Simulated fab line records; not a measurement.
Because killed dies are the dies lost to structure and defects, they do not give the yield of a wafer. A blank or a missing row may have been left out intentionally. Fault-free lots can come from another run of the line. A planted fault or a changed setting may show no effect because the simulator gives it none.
One fault seen from 2 desks    flow sfq line    every desk sees just its own numbers, and what lay behind them comes last

## AT THE METROLOGY DESK
Means of the sampled wafers that have a number, per lot and without regard to the tool the lot ran on: this is what the gauges read. Any lot whose mean is over 4 standard deviations away from the usual mean is out of limits and marked OUT; that distance is given in the brackets.
Columns: A = JJ_NB_RS at SFQ_JJ_RS_MEAS_929, usual 1.050 ohm/sq
lot   first seen here  A
L841  day 50 13:31     1.050
L842  day 50 18:52     1.049
L843  day 51 00:52     1.036
L844  day 57 09:13     1.056
L847  day 58 06:35     1.050
L848  day 58 15:06     1.058
L849  day 59 12:43     1.063
L854  day 60 23:32     1.053
L855  day 61 00:43     1.045
L856  day 61 04:20     1.064
L857  day 61 06:43     1.036
L858  day 61 10:20     1.049
L861  day 61 21:07     1.059
L862  day 63 17:59     1.049
This desk's verdict: no lot among the 14 shows anything out of limits.

## DESK OF THE TOOL OWNER: litho track-01
The tool's own readings at SFQ_TRILAYER_JJ_CE_LITHO_PEB_117 (peb time 58.8 s): means of the sampled wafers that have a number, for each lot that ran on this tool. Any lot whose mean is over 4 standard deviations away from the usual mean is out of limits and marked OUT; that distance is given in the brackets.
Columns: A = exhaust pa at SFQ_TRILAYER_JJ_CE_LITHO_PEB_117, usual 45.1 Pa; B = heater power total W at SFQ_TRILAYER_JJ_CE_LITHO_PEB_117, usual 79.69 W; C = plate temp C at SFQ_TRILAYER_JJ_CE_LITHO_PEB_117, usual 114.95 C
lot   first seen here  A     B                C
L848  day 63 23:55     45.2  79.65            115.13
L856  day 66 10:45     45.6  73.81 (-89) OUT  108.33 (-47) OUT
L857  day 66 14:21     45.0  73.78 (-90) OUT  108.67 (-45) OUT
This desk's verdict: out of limits on L856, L857, starting with L856 at day 66 10:45 (heater power total W at SFQ_TRILAYER_JJ_CE_LITHO_PEB_117). In limits: L848.

## TAKEN TOGETHER
An alarm could have come from the tool owner's desk at day 66 10:45, on L856, L857.
Nothing out of limits was seen by the metrology desk.
The metrology desk holds a record of L856, L857, inside its limits.
On litho track-01, each named lot ran SFQ_TRILAYER_JJ_CE_LITHO_PEB_117.

## WHAT THE SIMULATOR HAD INSERTED
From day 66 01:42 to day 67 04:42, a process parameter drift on litho track-01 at SFQ_TRILAYER_JJ_CE_LITHO_PEB_117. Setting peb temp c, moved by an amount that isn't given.
Shown lots that were struck: L856, L857.
Each desk's first reading out of limits, in hours after the fault started: the tool owner's desk, 9.
